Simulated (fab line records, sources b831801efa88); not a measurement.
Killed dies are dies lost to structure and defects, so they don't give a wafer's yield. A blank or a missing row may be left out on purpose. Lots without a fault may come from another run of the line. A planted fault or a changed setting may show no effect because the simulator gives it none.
fab line records | flow gf180mcu
record lots=5 wafers=15 last_day=33
route steps=602 shown HV_LDD@202 NSD@235
lots that met no fault: from a run of the same line without faults
start_h: hours from the record's first day to the start of the lot's first wafer shown | wait_h: hours since the lot's step before | " the same as in the row above | L1.1+2: a row that stands for several wafers | - no value, or no start given | * or withheld: withheld | < > ~ a bound
route shown NAME@n: a module of which the file shows steps, and the number in the route of the first | usual: mean/standard deviation of fault-free wafers | same: alike in all rows | chamber/n: place in a boat | sites: the reading at each site | _std_site: their standard deviation | _edge_site: outer sites' mean less inner sites' | radius_mm: how far each site lies from the wafer's centre | mask NAME#n: copy n | behind: the tool/chamber that last shaped the wafer | hold: why the lot was held/for how many hours/how that ended | device: the transistor (n, p or np) that didn't switch | end of line: the same wafers' tests at the end of the route | a step without rows: its recipe alone | killed: dies lost to structure and defects at the first sort, not the wafer's yield | map: a wafer's dies, x killed, . not, _ none there
set.NAME: the setting as run; set.NAME@STEP: as run at that earlier step | model.NAME: the simulator's own value behind a step, which no gauge read
lots at some steps of the route; a table a step, a row a wafer
services: from which hour (start_h, from the record's first day; less than 0 if before it) a tool's chamber was out of use, for how many hours, and why
## steps
# step GF_HV_LDD_COAT_26
# recipe resist=NOVOLAK spin_rpm=3000 resist_thk_nm=1000
# usual dispense_pressure_kPa=52/6.2
# columns lot.wafer tool chamber start_h wait_h dispense_pressure_kPa
L076.2 litho_track-03 0 263.68 0.1 46
L076.4 " 0 " " 46
L076.5 " 0 " " 46
L077.4 litho_track-03 0 267.88 0.1 46
L077.5 " 0 " " 46
L077.6 " 0 " " 46
L084.4 litho_track-04 0 320.88 0.1 52
L084.5 " 0 " " 52
L084.6 " 0 " " 52
L090.2 litho_track-02 0 367.00 0.1 59
L090.5 " 0 " " 60
L090.6 " 0 " " 59
L092.1 litho_track-03 0 379.80 0.1 46
L092.2 " 0 " " 46
L092.4 " 0 " " 46
# step GF_HV_LDD_SOFTBAKE_27
# recipe temp_c=90 time_s=60 resist=NOVOLAK
# same time_s=60
# columns lot.wafer tool chamber start_h wait_h
L076.2+4+5 litho_track-03 0 263.83 0.1
L077.4+5+6 litho_track-03 0 268.03 0.1
L084.4+5+6 litho_track-04 0 321.03 0.1
L090.2+5+6 litho_track-02 0 367.15 0.1
L092.1+2+4 litho_track-03 0 379.95 0.1
# step GF_HV_LDD_EXPOSE_28
# recipe mask_id=Nplus_HV_AREA target_cd_nm=400 na=0.6 source_shape=conventional sigma_outer=0.6 dose_mj=140
# columns lot.wafer tool chamber start_h wait_h mask
L076.2+4+5 iline_stepper-02 0 - - Nplus_HV_AREA#0
L077.4+5+6 iline_stepper-02 0 - - Nplus_HV_AREA#0
L084.4+5+6 iline_stepper-01 0 - - Nplus_HV_AREA#0
L090.2+5+6 iline_stepper-02 0 - - Nplus_HV_AREA#0
L092.1+2+4 iline_stepper-01 0 - - Nplus_HV_AREA#0
# step GF_HV_LDD_PEB_29
# recipe temp_c=withheld time_s=* resist=NOVOLAK
# same time_s=*
# columns lot.wafer tool chamber start_h wait_h
L076.2+4+5 litho_track-03 0 - -
L077.4+5+6 litho_track-03 0 - -
L084.4+5+6 litho_track-04 0 - -
L090.2+5+6 litho_track-02 0 - -
L092.1+2+4 litho_track-03 0 - -
# step GF_HV_LDD_DEVELOP_30
# recipe develop_time_s=60 dev_temp_c=23
# columns lot.wafer tool chamber start_h wait_h
L076.2+4+5 litho_track-03 0 273.33 0.1
L077.4+5+6 litho_track-03 0 277.28 0.1
L084.4+5+6 litho_track-04 0 331.83 0.1
L090.2+5+6 litho_track-02 0 378.30 0.1
L092.1+2+4 litho_track-03 0 391.25 0.1
# step GF_HV_LDD_CD_MEAS_31
# recipe target_cd_nm=400
# usual cd_nm=400.0/2.6
# columns lot.wafer tool chamber start_h wait_h cd_nm
L076.2 cd_sem-01 - 273.47 0.1 400.6
L076.4 " - " " 398.2
L076.5 " - " " 399.6
L077.4 cd_sem-01 - 277.41 0.1 400.6
L077.5 " - " " 400.8
L077.6 " - " " 399.7
L084.4 cd_sem-02 - 331.97 0.1 398.7
L084.5 " - " " 399.8
L084.6 " - " " 397.8
L090.2 cd_sem-01 - 378.44 0.1 399.0
L090.5 " - " " 398.7
L090.6 " - " " 397.1
L092.1 cd_sem-02 - 391.40 0.1 400.4
L092.2 " - " " 399.5
L092.4 " - " " 398.9
# step GF_HV_LDD_OVL_MEAS_32
# usual HV_LDD_02_OVL=-1.1/1.5
# columns lot.wafer tool chamber start_h wait_h HV_LDD_02_OVL[nm]
L076.2 overlay-01 - 273.58 0.1 -1.7
L076.4 " - " " -1.2
L076.5 " - " " -0.8
L077.4 overlay-02 - 277.49 0.1 -1.9
L077.5 " - " " -1.9
L077.6 " - " " -1.6
L084.4 overlay-02 - 332.04 0.1 0.6
L084.5 " - " " 0.2
L084.6 " - " " -1.2
L090.2 overlay-01 - 378.55 0.1 -0.1
L090.5 " - " " -2.4
L090.6 " - " " -0.5
L092.1 overlay-01 - 391.52 0.1 -1.3
L092.2 " - " " -1.9
L092.4 " - " " 0.0
# step GF_HV_LDD_IMPLANT_33
# recipe species=P energy_kev=60 dose_cm2=7.5e+12 tilt_deg=30 rotation_deg=0
# columns lot.wafer tool chamber start_h wait_h
L076.2+4+5 implanter-01 0 273.64 0.0
L077.4+5+6 implanter-03 0 277.59 0.1
L084.4+5+6 implanter-01 0 332.14 0.1
L090.2+5+6 implanter-04 0 378.60 0.0
L092.1+2+4 implanter-03 0 391.56 0.0
# step GF_HV_LDD_IMPLANT_34
# recipe species=P energy_kev=60 dose_cm2=7.5e+12 tilt_deg=30 rotation_deg=90
# columns lot.wafer tool chamber start_h wait_h
L076.2+4+5 implanter-01 0 273.79 0.1
L077.4+5+6 implanter-03 0 277.74 0.1
L084.4+5+6 implanter-01 0 332.29 0.1
L090.2+5+6 implanter-04 0 378.75 0.1
L092.1+2+4 implanter-03 0 391.71 0.1
# step GF_HV_LDD_IMPLANT_35
# recipe species=P energy_kev=60 dose_cm2=7.5e+12 tilt_deg=30 rotation_deg=180
# columns lot.wafer tool chamber start_h wait_h
L076.2+4+5 implanter-01 0 273.94 0.1
L077.4+5+6 implanter-03 0 277.89 0.1
L084.4+5+6 implanter-01 0 332.44 0.1
L090.2+5+6 implanter-04 0 378.90 0.1
L092.1+2+4 implanter-03 0 391.86 0.1
# step GF_HV_LDD_IMPLANT_36
# recipe species=P energy_kev=60 dose_cm2=7.5e+12 tilt_deg=30 rotation_deg=270
# columns lot.wafer tool chamber start_h wait_h
L076.2+4+5 implanter-01 0 274.09 0.1
L077.4+5+6 implanter-03 0 278.04 0.1
L084.4+5+6 implanter-01 0 332.59 0.1
L090.2+5+6 implanter-04 0 379.05 0.1
L092.1+2+4 implanter-03 0 392.01 0.1
# step GF_HV_LDD_STRIP_37
# recipe chemistry=O2/N2 power_w=1400 pressure_mtorr=1500 platen_temp_c=250 o2_flow_sccm=3000 n2_flow_sccm=300 overash_fraction=0.5
# usual drypump_motor_current_A=5.7/0.38 heater_power_w=330/41 oes_product_au=0.715/0.0044 strip_time_to_endpoint_s=12.65/0.032
# same overash_fraction=0.5
# columns lot.wafer tool chamber start_h wait_h drypump_motor_current_A heater_power_w oes_product_au rf_hours_counter_h strip_time_to_endpoint_s
L076.2 plasma_asher-01 0 274.21 0.1 5.3 365 0.712 48 12.65
L076.4 " 1 " " 5.3 381 0.716 - 12.68
L076.5 " 1 " " 5.4 384 0.717 - 12.63
L077.4 plasma_asher-04 0 278.14 0.1 6.0 340 0.719 - 12.67
L077.5 " 0 " " 6.0 345 0.711 - 12.62
L077.6 " 1 " " 5.9 345 0.718 - 12.69
L084.4 plasma_asher-03 1 332.70 0.1 5.3 281 0.718 - 12.61
L084.5 " 1 " " 5.2 284 0.713 - 12.64
L084.6 " 0 " " 6.2 273 0.709 - 12.68
L090.2 plasma_asher-01 1 379.18 0.1 5.3 381 0.710 59 12.64
L090.5 " 1 " " 5.4 378 0.715 - 12.63
L090.6 " 0 " " 5.3 370 0.712 - 12.68
L092.1 plasma_asher-03 0 392.16 0.1 6.2 265 0.724 74 12.64
L092.2 " 1 " " 5.2 287 0.716 74 12.69
L092.4 " 0 " " 6.2 270 0.720 - 12.66
# step GF_HV_LDD_TW_MEAS_38
# usual HV_LDD_3_TW=1432/16
# columns lot.wafer tool chamber start_h wait_h HV_LDD_3_TW
L076.2 film_metro-01 - 274.32 0.1 1420
L076.4 " - " " 1431
L076.5 " - " " 1438
L077.4 film_metro-01 - 278.24 0.1 1436
L077.5 " - " " 1438
L077.6 " - " " 1437
L084.4 film_metro-04 - 332.79 0.1 1448
L084.5 " - " " 1451
L084.6 " - " " 1442
L090.2 film_metro-01 - 379.29 0.1 1433
L090.5 " - " " 1429
L090.6 " - " " 1435
L092.1 film_metro-01 - 392.26 0.1 1438
L092.2 " - " " 1435
L092.4 " - " " 1443
# step GF_HV_LDD_DEHYDRATE_39
# recipe temp_c=200 time_s=60
# same time_s=60
# columns lot.wafer tool chamber start_h wait_h
L076.2+4+5 litho_track-02 0 283.65 9.3
L077.4+5+6 litho_track-03 0 288.18 9.9
L084.4+5+6 litho_track-03 0 342.38 9.6
L090.2+5+6 litho_track-03 0 389.83 10.5
L092.1+2+4 litho_track-02 0 403.27 11.0
# step GF_HV_LDD_HMDS_40
# recipe prime_time_s=60 prime_temp_c=120
# columns lot.wafer tool chamber start_h wait_h
L076.2+4+5 litho_track-02 0 283.80 0.1
L077.4+5+6 litho_track-03 0 288.33 0.1
L084.4+5+6 litho_track-03 0 342.53 0.1
L090.2+5+6 litho_track-03 0 389.98 0.1
L092.1+2+4 litho_track-02 0 403.42 0.1
# step GF_HV_LDD_COAT_41
# recipe resist=NOVOLAK spin_rpm=3000 resist_thk_nm=1000
# usual dispense_pressure_kPa=55/5.6
# columns lot.wafer tool chamber start_h wait_h dispense_pressure_kPa
L076.2 litho_track-02 0 283.95 0.1 60
L076.4 " 0 " " 60
L076.5 " 0 " " 60
L077.4 litho_track-03 0 288.48 0.1 46
L077.5 " 0 " " 46
L077.6 " 0 " " 46
L084.4 litho_track-03 0 342.68 0.1 46
L084.5 " 0 " " 46
L084.6 " 0 " " 46
L090.2 litho_track-03 0 390.13 0.1 46
L090.5 " 0 " " 46
L090.6 " 0 " " 46
L092.1 litho_track-02 0 403.57 0.1 60
L092.2 " 0 " " 59
L092.4 " 0 " " 60
# step GF_HV_LDD_SOFTBAKE_42
# recipe temp_c=90 time_s=60 resist=NOVOLAK
# same time_s=60
# columns lot.wafer tool chamber start_h wait_h
L076.2+4+5 litho_track-02 0 284.10 0.1
L077.4+5+6 litho_track-03 0 288.63 0.1
L084.4+5+6 litho_track-03 0 342.83 0.1
L090.2+5+6 litho_track-03 0 390.28 0.1
L092.1+2+4 litho_track-02 0 403.72 0.1
# step GF_HV_LDD_EXPOSE_43
# recipe mask_id=Pplus_HV_AREA target_cd_nm=400 na=0.6 source_shape=conventional sigma_outer=0.6 dose_mj=140
# columns lot.wafer tool chamber start_h wait_h mask
L076.2+4+5 iline_stepper-01 0 - - Pplus_HV_AREA#0
L077.4+5+6 iline_stepper-02 0 - - Pplus_HV_AREA#0
L084.4+5+6 iline_stepper-02 0 - - Pplus_HV_AREA#0
L090.2+5+6 iline_stepper-02 0 - - Pplus_HV_AREA#0
L092.1+2+4 iline_stepper-02 0 - - Pplus_HV_AREA#0
# step GF_HV_LDD_PEB_44
# recipe temp_c=withheld time_s=* resist=NOVOLAK
# same time_s=*
# columns lot.wafer tool chamber start_h wait_h
L076.2+4+5 litho_track-04 0 - -
L077.4+5+6 litho_track-03 0 - -
L084.4+5+6 litho_track-02 0 - -
L090.2+5+6 litho_track-02 0 - -
L092.1+2+4 litho_track-02 0 - -
# step GF_HV_LDD_DEVELOP_45
# recipe develop_time_s=60 dev_temp_c=23
# columns lot.wafer tool chamber start_h wait_h
L076.2+4+5 litho_track-04 0 294.43 0.1
L077.4+5+6 litho_track-03 0 298.43 0.1
L084.4+5+6 litho_track-02 0 353.85 0.1
L090.2+5+6 litho_track-02 0 401.85 0.1
L092.1+2+4 litho_track-02 0 414.52 0.1
# step GF_HV_LDD_CD_MEAS_46
# recipe target_cd_nm=400
# usual cd_nm=400.1/2.4
# columns lot.wafer tool chamber start_h wait_h cd_nm
L076.2 cd_sem-01 - 294.58 0.1 398.6
L076.4 " - " " 399.5
L076.5 " - " " 398.6
L077.4 cd_sem-01 - 298.56 0.1 397.4
L077.5 " - " " 401.3
L077.6 " - " " 399.2
L084.4 cd_sem-01 - 353.98 0.1 397.9
L084.5 " - " " 399.7
L084.6 " - " " 399.8
L090.2 cd_sem-02 - 401.99 0.1 401.4
L090.5 " - " " 400.3
L090.6 " - " " 400.8
L092.1 cd_sem-01 - 414.67 0.1 402.2
L092.2 " - " " 400.5
L092.4 " - " " 402.1
# step GF_HV_LDD_OVL_MEAS_47
# usual HV_LDD_03_OVL=-0.6/1.2
# columns lot.wafer tool chamber start_h wait_h HV_LDD_03_OVL[nm]
L076.2 overlay-02 - 294.68 0.1 -0.9
L076.4 " - " " -2.1
L076.5 " - " " 1.0
L077.4 overlay-02 - 298.64 0.1 0.3
L077.5 " - " " -0.2
L077.6 " - " " 2.2
L084.4 overlay-01 - 354.07 0.1 -2.3
L084.5 " - " " -0.3
L084.6 " - " " 0.6
L090.2 overlay-02 - 402.10 0.1 0.9
L090.5 " - " " -1.1
L090.6 " - " " -0.8
L092.1 overlay-01 - 414.79 0.1 -1.7
L092.2 " - " " -3.6
L092.4 " - " " -1.4
# step GF_HV_LDD_IMPLANT_48
# recipe species=B energy_kev=25 dose_cm2=3e+13 tilt_deg=7
# columns lot.wafer tool chamber start_h wait_h
L076.2+4+5 implanter-01 0 294.74 0.0
L077.4+5+6 implanter-04 0 298.73 0.1
L084.4+5+6 implanter-03 0 354.17 0.1
L090.2+5+6 implanter-03 0 402.15 0.0
L092.1+2+4 implanter-04 0 414.83 0.0
# step GF_HV_LDD_STRIP_49
# recipe chemistry=O2/N2 power_w=1400 pressure_mtorr=1500 platen_temp_c=250 o2_flow_sccm=3000 n2_flow_sccm=300 overash_fraction=0.5
# usual drypump_motor_current_A=5.6/0.38 heater_power_w=335/43 oes_product_au=0.716/0.0045 strip_time_to_endpoint_s=12.65/0.032
# same overash_fraction=0.5
# columns lot.wafer tool chamber start_h wait_h drypump_motor_current_A heater_power_w oes_product_au rf_hours_counter_h strip_time_to_endpoint_s
L076.2 plasma_asher-03 1 294.86 0.1 5.2 282 0.721 63 12.66
L076.4 " 1 " " 5.2 286 0.720 - 12.64
L076.5 " 1 " " 5.2 285 0.713 - 12.67
L077.4 plasma_asher-01 1 298.84 0.1 5.3 382 0.716 - 12.62
L077.5 " 1 " " 5.3 381 0.714 - 12.62
L077.6 " 0 " " 5.2 363 0.703 - 12.62
L084.4 plasma_asher-01 0 354.27 0.1 5.2 356 0.721 - 12.69
L084.5 " 1 " " 5.3 373 0.726 - 12.63
L084.6 " 0 " " 5.2 365 0.708 - 12.67
L090.2 plasma_asher-03 1 402.28 0.1 5.3 285 0.719 75 12.70
L090.5 " 0 " " 6.2 267 0.723 - 12.73
L090.6 " 1 " " 5.3 288 0.718 - 12.70
L092.1 plasma_asher-04 1 414.98 0.1 5.9 347 0.723 32 12.63
L092.2 " 0 " " 6.0 343 0.710 32 12.61
L092.4 " 1 " " 5.9 350 0.716 - 12.67
# step GF_HV_LDD_TW_MEAS_50
# usual HV_LDD_4_TW=567/6.7
# columns lot.wafer tool chamber start_h wait_h HV_LDD_4_TW
L076.2 film_metro-04 - 294.97 0.1 575
L076.4 " - " " 570
L076.5 " - " " 569
L077.4 film_metro-04 - 298.94 0.1 575
L077.5 " - " " 572
L077.6 " - " " 572
L084.4 film_metro-04 - 354.37 0.1 575
L084.5 " - " " 578
L084.6 " - " " 577
L090.2 film_metro-01 - 402.39 0.1 571
L090.5 " - " " 570
L090.6 " - " " 568
L092.1 film_metro-02 - 415.08 0.1 559
L092.2 " - " " 556
L092.4 " - " " 558
# step GF_HV_LDD_CLEAN_51
# recipe chemistry=SC1/SC2 mix=1:4:20 temp_c=70 time_s=150 dry=n2_spin
# same time_s=150
# columns lot.wafer tool chamber start_h wait_h
L076.2+4+5 wet_bench-01 2 295.02 0.0
L077.4+5+6 wet_bench-01 1 298.97 0.0
L084.4+5+6 wet_bench-01 3 354.40 0.0
L090.2+5+6 wet_bench-03 2 402.44 0.0
L092.1+2+4 wet_bench-03 3 415.14 0.1
# step GF_HV_LDD_RTA_52
# recipe temp_c=1000 time_s=10 ambient=N2
# usual lamp_power_pct=32.0/1.4 wafer_temp_C_max=1004.8/1.9
# same time_s=10
# columns lot.wafer tool chamber start_h wait_h lamp_power_pct wafer_temp_C_max
L076.2 rtp_anneal-01 0 295.09 0.0 30.5 1005.3
L076.4 " 0 " " 30.5 1005.7
L076.5 " 0 " " 30.5 1008.0
L077.4 rtp_anneal-01 0 299.06 0.0 30.5 1005.3
L077.5 " 0 " " 30.5 1006.6
L077.6 " 0 " " 30.5 1009.0
L084.4 rtp_anneal-02 0 354.49 0.0 33.4 1002.8
L084.5 " 0 " " 33.4 1002.9
L084.6 " 0 " " 33.4 1002.8
L090.2 rtp_anneal-02 0 402.50 0.0 33.4 1002.4
L090.5 " 0 " " 33.4 1002.7
L090.6 " 0 " " 33.4 1003.0
L092.1 rtp_anneal-01 0 415.19 0.0 30.5 1009.9
L092.2 " 0 " " 30.6 1005.9
L092.4 " 0 " " 30.6 1005.7
# step GF_HV_LDD_RS_MEAS_53
# recipe thk_meas_gauge=four-point-probe
# usual HV_LDD_RS=418.2/0.87
# columns lot.wafer tool chamber start_h wait_h HV_LDD_RS[ohm/sq]
L076.2 film_metro-02 - 295.17 0.1 417.2
L076.4 " - " " 417.4
L076.5 " - " " 416.9
L077.4 film_metro-01 - 299.15 0.1 418.2
L077.5 " - " " 419.2
L077.6 " - " " 418.5
L084.4 film_metro-01 - 354.58 0.1 418.7
L084.5 " - " " 417.9
L084.6 " - " " 418.6
L090.2 film_metro-04 - 402.57 0.1 417.0
L090.5 " - " " 418.8
L090.6 " - " " 418.4
L092.1 film_metro-01 - 415.25 0.1 419.6
L092.2 " - " " 418.3
L092.4 " - " " 419.0
# step GF_HV_LDD_CVD_54
# recipe material=SiO2 target_thk_nm=10 precursor=TEOS temp_c=680 time_s=75 pressure_mtorr=400
# usual susceptor_temp_C=680.00/0.28
# same time_s=75
# columns lot.wafer tool chamber start_h wait_h susceptor_temp_C
L076.2 lpcvd-01 1 295.27 0.1 680.33
L076.4 " 1 " " 680.39
L076.5 " 1 " " 680.35
L077.4 lpcvd-01 1 299.21 0.0 680.01
L077.5 " 1 " " 680.01
L077.6 " 1 " " 680.24
L084.4 lpcvd-02 1 354.64 0.0 679.80
L084.5 " 1 " " 680.21
L084.6 " 1 " " 679.27
L090.2 lpcvd-01 1 402.67 0.1 679.72
L090.5 " 1 " " 680.30
L090.6 " 1 " " 679.99
L092.1 lpcvd-01 0 415.37 0.1 679.75
L092.2 " 0 " " 679.85
L092.4 " 0 " " 680.12
# step GF_HV_LDD_THK_MEAS_55
# recipe reads=SiO2_of_HV_LDD_CVD_54
# usual HV_LDD_CVD_54_THK=10.01/0.14
# columns lot.wafer tool chamber start_h wait_h HV_LDD_CVD_54_THK[nm]
L076.2 film_metro-04 - 296.30 0.0 10.17
L076.4 " - " " 10.14
L076.5 " - " " 10.13
L077.4 film_metro-04 - 300.26 0.0 10.06
L077.5 " - " " 10.15
L077.6 " - " " 10.01
L084.4 film_metro-02 - 356.97 0.0 9.76
L084.5 " - " " 9.87
L084.6 " - " " 9.83
L090.2 film_metro-02 - 403.70 0.0 10.17
L090.5 " - " " 10.02
L090.6 " - " " 10.23
L092.1 film_metro-01 - 416.39 0.0 10.00
L092.2 " - " " 9.93
L092.4 " - " " 9.89
# step GF_HV_LDD_CVD_56
# recipe material=Si3N4 precursor=DCS/NH3 target_thk_nm=90 temp_c=770 time_s=1543 pressure_mtorr=250
# usual susceptor_temp_C=770.1/0.34
# same time_s=1543
# columns lot.wafer tool chamber start_h wait_h susceptor_temp_C
L076.2 lpcvd-02 1 296.35 0.0 769.7
L076.4 " 1 " " 770.0
L076.5 " 1 " " 769.6
L077.4 lpcvd-02 1 300.29 0.0 769.9
L077.5 " 1 " " 770.2
L077.6 " 1 " " 770.1
L084.4 lpcvd-02 0 357.00 0.0 770.2
L084.5 " 0 " " 770.3
L084.6 " 0 " " 770.0
L090.2 lpcvd-01 1 403.75 0.0 769.6
L090.5 " 1 " " 769.9
L090.6 " 1 " " 769.8
L092.1 lpcvd-02 1 416.45 0.1 769.8
L092.2 " 1 " " 769.8
L092.4 " 1 " " 769.8
# step GF_HV_LDD_THK_MEAS_57
# recipe reads=Si3N4_of_HV_LDD_CVD_56
# usual HV_LDD_CVD_56_THK=90.2/0.99
# columns lot.wafer tool chamber start_h wait_h HV_LDD_CVD_56_THK[nm]
L076.2 film_metro-01 - 297.79 0.0 90.6
L076.4 " - " " 90.5
L076.5 " - " " 90.8
L077.4 film_metro-01 - 301.75 0.0 89.0
L077.5 " - " " 89.6
L077.6 " - " " 89.6
L084.4 film_metro-02 - 359.17 0.0 91.8
L084.5 " - " " 91.5
L084.6 " - " " 90.1
L090.2 film_metro-01 - 405.19 0.0 90.3
L090.5 " - " " 90.1
L090.6 " - " " 91.2
L092.1 film_metro-01 - 417.88 0.0 90.4
L092.2 " - " " 90.4
L092.4 " - " " 90.4
# step GF_HV_LDD_ETCHBACK_58
# recipe chemistry=CH3F/O2 target=Si3N4 stop_on=SiO2 source_w=400 bias_w=80 pressure_mtorr=25 ch3f_flow_sccm=40 O2_flow_sccm=30 time_s=100 target_depth_a=900
# usual drypump_motor_current_A=5.97/0.29 oes_product_au=0.844/0.0074 rf_fwd_power_W=397.9/1.4 throttle_valve_pct=10.560/0.0087
# same time_s=100
# columns lot.wafer tool chamber start_h wait_h drypump_motor_current_A oes_product_au rf_fwd_power_W rf_hours_counter_h throttle_valve_pct
L076.2 rie_diel-01 2 297.84 0.0 6.15 0.847 397.6 67 10.557
L076.4 " 3 " " 6.34 0.843 398.8 8 10.570
L076.5 " 1 " " 6.07 0.841 396.5 - 10.551
L077.4 rie_diel-02 3 301.78 0.0 5.99 0.828 397.5 121 10.568
L077.5 " 0 " " 6.03 0.837 397.1 - 10.575
L077.6 " 3 " " 5.98 0.840 400.1 - 10.557
L084.4 rie_diel-04 3 359.24 0.1 5.81 0.860 397.1 - 10.558
L084.5 " 2 " " 5.56 0.852 398.5 - 10.561
L084.6 " 1 " " 6.52 0.847 398.1 - 10.565
L090.2 rie_diel-02 3 405.24 0.0 5.98 0.848 398.0 1 10.557
L090.5 " 1 " " 5.94 0.838 396.2 - 10.560
L090.6 " 2 " " 5.61 0.858 398.9 - 10.566
L092.1 rie_diel-02 2 417.94 0.1 5.62 0.848 394.9 7 10.571
L092.2 " 0 " " 6.04 0.845 399.7 5 10.558
L092.4 " 3 " " 5.97 0.841 398.8 1 10.567
# step GF_NSD_DEHYDRATE_00
# recipe temp_c=200 time_s=60
# same time_s=60
# columns lot.wafer tool chamber start_h wait_h
L076.2+4+5 litho_track-03 0 307.28 9.4
L077.4+5+6 litho_track-01 0 311.44 9.6
L084.4+5+6 litho_track-01 0 369.44 10.2
L090.2+5+6 litho_track-03 0 415.83 10.5
L092.1+2+4 litho_track-04 0 429.55 11.6
# step GF_NSD_HMDS_01
# recipe prime_time_s=60 prime_temp_c=120
# columns lot.wafer tool chamber start_h wait_h
L076.2+4+5 litho_track-03 0 307.43 0.1
L077.4+5+6 litho_track-01 0 311.59 0.1
L084.4+5+6 litho_track-01 0 369.59 0.1
L090.2+5+6 litho_track-03 0 415.98 0.1
L092.1+2+4 litho_track-04 0 429.70 0.1
# step GF_NSD_COAT_02
# recipe resist=NOVOLAK spin_rpm=3000 resist_thk_nm=1000
# usual dispense_pressure_kPa=50.3/2.7
# columns lot.wafer tool chamber start_h wait_h dispense_pressure_kPa
L076.2 litho_track-03 0 307.58 0.1 45.6
L076.4 " 0 " " 45.6
L076.5 " 0 " " 45.6
L077.4 litho_track-01 0 311.74 0.1 51.8
L077.5 " 0 " " 51.8
L077.6 " 0 " " 51.7
L084.4 litho_track-01 0 369.74 0.1 51.8
L084.5 " 0 " " 51.8
L084.6 " 0 " " 51.8
L090.2 litho_track-03 0 416.13 0.1 45.6
L090.5 " 0 " " 45.6
L090.6 " 0 " " 45.7
L092.1 litho_track-04 0 429.85 0.1 52.1
L092.2 " 0 " " 52.2
L092.4 " 0 " " 52.1
# step GF_NSD_SOFTBAKE_03
# recipe temp_c=90 time_s=60 resist=NOVOLAK
# same time_s=60
# columns lot.wafer tool chamber start_h wait_h
L076.2+4+5 litho_track-03 0 307.73 0.1
L077.4+5+6 litho_track-01 0 311.89 0.1
L084.4+5+6 litho_track-01 0 369.89 0.1
L090.2+5+6 litho_track-03 0 416.28 0.1
L092.1+2+4 litho_track-04 0 430.00 0.1
# step GF_NSD_EXPOSE_04
# recipe mask_id=Nplus target_cd_nm=400 na=0.6 source_shape=conventional sigma_outer=0.6 dose_mj=140
# columns lot.wafer tool chamber start_h wait_h mask
L076.2+4+5 iline_stepper-02 0 - - Nplus#0
L077.4+5+6 iline_stepper-02 0 - - Nplus#0
L084.4+5+6 iline_stepper-02 0 - - Nplus#0
L090.2+5+6 iline_stepper-02 0 - - Nplus#0
L092.1+2+4 iline_stepper-02 0 - - Nplus#0
# step GF_NSD_PEB_05
# recipe temp_c=withheld time_s=* resist=NOVOLAK
# same time_s=*
# columns lot.wafer tool chamber start_h wait_h
L076.2+4+5 litho_track-04 0 - -
L077.4+5+6 litho_track-04 0 - -
L084.4+5+6 litho_track-03 0 - -
L090.2+5+6 litho_track-03 0 - -
L092.1+2+4 litho_track-03 0 - -
# step GF_NSD_DEVELOP_06
# recipe develop_time_s=60 dev_temp_c=23
# columns lot.wafer tool chamber start_h wait_h
L076.2+4+5 litho_track-04 0 318.13 0.1
L077.4+5+6 litho_track-04 0 322.23 0.1
L084.4+5+6 litho_track-03 0 381.08 0.1
L090.2+5+6 litho_track-03 0 428.48 0.1
L092.1+2+4 litho_track-03 0 441.80 0.1
# step GF_NSD_CD_MEAS_07
# recipe target_cd_nm=400
# usual cd_nm=400.0/1.9
# columns lot.wafer tool chamber start_h wait_h cd_nm
L076.2 cd_sem-02 - 318.28 0.1 403.0
L076.4 " - " " 402.2
L076.5 " - " " 401.3
L077.4 cd_sem-01 - 322.37 0.1 399.4
L077.5 " - " " 397.9
L077.6 " - " " 396.8
L084.4 cd_sem-01 - 381.21 0.1 398.1
L084.5 " - " " 398.1
L084.6 " - " " 397.6
L090.2 cd_sem-01 - 428.62 0.1 401.1
L090.5 " - " " 403.7
L090.6 " - " " 400.3
L092.1 cd_sem-01 - 441.95 0.1 402.2
L092.2 " - " " 404.9
L092.4 " - " " 401.5
# step GF_NSD_OVL_MEAS_08
# usual NSD_OVL=0.2/1.3
# columns lot.wafer tool chamber start_h wait_h NSD_OVL[nm]
L076.2 overlay-01 - 318.38 0.1 3.8
L076.4 " - " " 2.0
L076.5 " - " " 2.0
L077.4 overlay-01 - 322.44 0.1 -1.3
L077.5 " - " " 0.9
L077.6 " - " " -1.0
L084.4 overlay-01 - 381.29 0.1 0.4
L084.5 " - " " -0.3
L084.6 " - " " 0.4
L090.2 overlay-02 - 428.73 0.1 0.7
L090.5 " - " " -1.0
L090.6 " - " " -0.4
L092.1 overlay-01 - 442.07 0.1 2.8
L092.2 " - " " 1.3
L092.4 " - " " 2.9
# step GF_NSD_IMPLANT_09
# recipe species=As energy_kev=60 dose_cm2=4e+15 tilt_deg=7
# columns lot.wafer tool chamber start_h wait_h
L076.2+4+5 implanter-01 0 318.44 0.0
L077.4+5+6 implanter-01 0 322.54 0.1
L084.4+5+6 implanter-03 0 381.38 0.1
L090.2+5+6 implanter-02 0 428.78 0.0
L092.1+2+4 implanter-03 0 442.11 0.0
# step GF_NSD_IMPLANT_10
# recipe species=P energy_kev=40 dose_cm2=5e+14 tilt_deg=7
# columns lot.wafer tool chamber start_h wait_h
L076.2+4+5 implanter-01 0 318.59 0.1
L077.4+5+6 implanter-01 0 322.69 0.1
L084.4+5+6 implanter-03 0 381.53 0.1
L090.2+5+6 implanter-02 0 428.93 0.1
L092.1+2+4 implanter-03 0 442.26 0.1
## services
# columns tool chamber start_h hours kind
rie_diel-01 3 242.26 12.6 repair
rie_diel-01 2 248.36 10.2 repair
lpcvd-01 - 249.98 2.8 pm
rie_diel-04 2 250.72 9.6 repair
lpcvd-02 - 250.90 8.2 repair
iline_stepper-01 - 254.07 1.7 pm
rie_diel-02 - 268.60 1.0 repair
iline_stepper-02 - 270.53 1.7 pm
wet_bench-01 - 273.36 0.8 repair
rie_diel-04 2 286.19 18.4 repair
implanter-03 - 304.01 5.1 pm
implanter-01 - 311.01 7.2 pm
rie_diel-04 0 330.26 11.3 repair
implanter-01 - 340.18 2.7 repair
implanter-02 - 350.26 2.9 repair
implanter-04 - 357.91 3.3 repair
iline_stepper-01 - 383.92 14.5 repair
rie_diel-02 3 388.75 2.9 repair
rie_diel-02 2 408.10 1.5 repair
implanter-04 - 411.63 2.8 repair
plasma_asher-03 - 421.25 9.0 pm
implanter-03 - 428.03 4.0 repair
plasma_asher-04 - 434.84 2.8 pm
implanter-04 - 441.55 5.6 pm
## key
fault none
